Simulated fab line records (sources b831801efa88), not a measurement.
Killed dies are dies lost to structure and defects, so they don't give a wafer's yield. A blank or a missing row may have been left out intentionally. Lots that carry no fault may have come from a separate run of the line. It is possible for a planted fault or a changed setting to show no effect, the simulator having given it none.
What tool caused it?	flow gf180mcu	13 lots, 39 wafers sampled, at 2 steps of a route of 602

== WHAT THE GAUGES SHOWED, per wafer ==
GF_VT_IMPLANT_OVL_MEAS_40.
lot	measured	on	VT_IMPLANT_03_OVL (nm)
L763	day 7 15:31	overlay-01	1.1 1.8 0.2
L764	day 7 19:45	overlay-02	-2.1 -0.7 -1.9
L766	day 8 07:58	overlay-02	0.8 -0.8 0.2
L767	day 8 17:27	overlay-02	-0.2 -0.8 -1.6
L770	day 9 16:55	overlay-01	0.6 0.3 -0.1
L772	day 10 02:13	overlay-02	218.7 219.7 218.0
L774	day 10 19:48	overlay-01	217.6 216.7 216.0
L777	day 11 09:40	overlay-01	216.3 218.4 217.3
L780	day 12 09:49	overlay-02	0.5 3.5 0.8
L782	day 12 20:24	overlay-01	-0.2 0.4 -0.1
L784	day 13 14:01	overlay-02	-0.9 -1.1 -2.8
L785	day 13 20:19	overlay-01	1.5 1.1 0.6
L786	day 13 23:12	overlay-01	1.0 1.4 1.4

== WHICH TOOL RAN EACH LOT (tool, then ch and the chambers of the sampled wafers, then the start) ==
lot	GF_VT_IMPLANT_EXPOSE_37
L763	ilineStepper-02 ch 0, day 7 07:47
L764	ilineStepper-02 ch 0, day 7 12:19
L766	ilineStepper-01 ch 0, day 8 00:26
L767	ilineStepper-02 ch 0, day 8 10:08
L770	ilineStepper-01 ch 0, day 9 08:13
L772	ilineStepper-02 ch 0, day 9 18:05
L774	ilineStepper-02 ch 0, day 10 10:17
L777	ilineStepper-02 ch 0, day 11 00:51
L780	ilineStepper-01 ch 0, day 12 00:35
L782	ilineStepper-01 ch 0, day 12 11:01
L784	ilineStepper-01 ch 0, day 13 04:06
L785	ilineStepper-01 ch 0, day 13 10:32
L786	ilineStepper-01 ch 0, day 13 13:25
- GF_VT_IMPLANT_EXPOSE_37: exposes mask Nwell HV AREA, target cd 860 nm.

== WHAT THE TOOLS THEMSELVES READ (means of the sampled wafers that have a number; where no wafer has one, the mark that the record gives instead) ==
The record holds no such reading with a usual standard deviation.

== THE ANSWER, worked out from the rows above alone ==
Rule: usual is defined by the lots themselves. Put in order of their means at a reading, lots are off if they are a third of the lots or fewer, leave a main group of 4 or more, and stand apart from it by a gap of 3 or more times the standard deviation of the main group's means; of several such gaps the widest counts. If all means in a main group match to the digits the tables above print for the reading, that group is not used. Also off: a lot with no number at a reading for which 4 or more lots have one. The other lots that the step has rows for count as sound. The gauges are gone through in route order, then the tools' own readings, and for those a lot's mean is taken as printed above. At the first step where some lot is off, the reading lying furthest off is the one used; lots without a number count as furthest.
Off: L772, L774, L777, at GF_VT_IMPLANT_OVL_MEAS_40 (VT_IMPLANT_03_OVL). The main group has a mean of 0.1 nm with a standard deviation of 1.1.
If a tool, at a process step before that reading, ran all the lots that are off and no sound lot after the first of them, it fits. Gauges at GF_VT_IMPLANT_OVL_MEAS_40: tried the same way as those tools. One candidate fits, namely ilineStepper-02 at GF_VT_IMPLANT_EXPOSE_37. A fault onset in the window from L767 (day 8 10:08, its last sound lot) to L772 (day 9 18:05, its first lot off) fits.

== WHAT HAD BEEN PUT IN BY THE SIMULATOR ==
Scanner matching overlay: ilineStepper-02, from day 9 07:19 on, at GF_VT_IMPLANT_EXPOSE_37. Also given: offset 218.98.
Lots struck among those shown: L772, L774, L777. The same result came from the rule above.
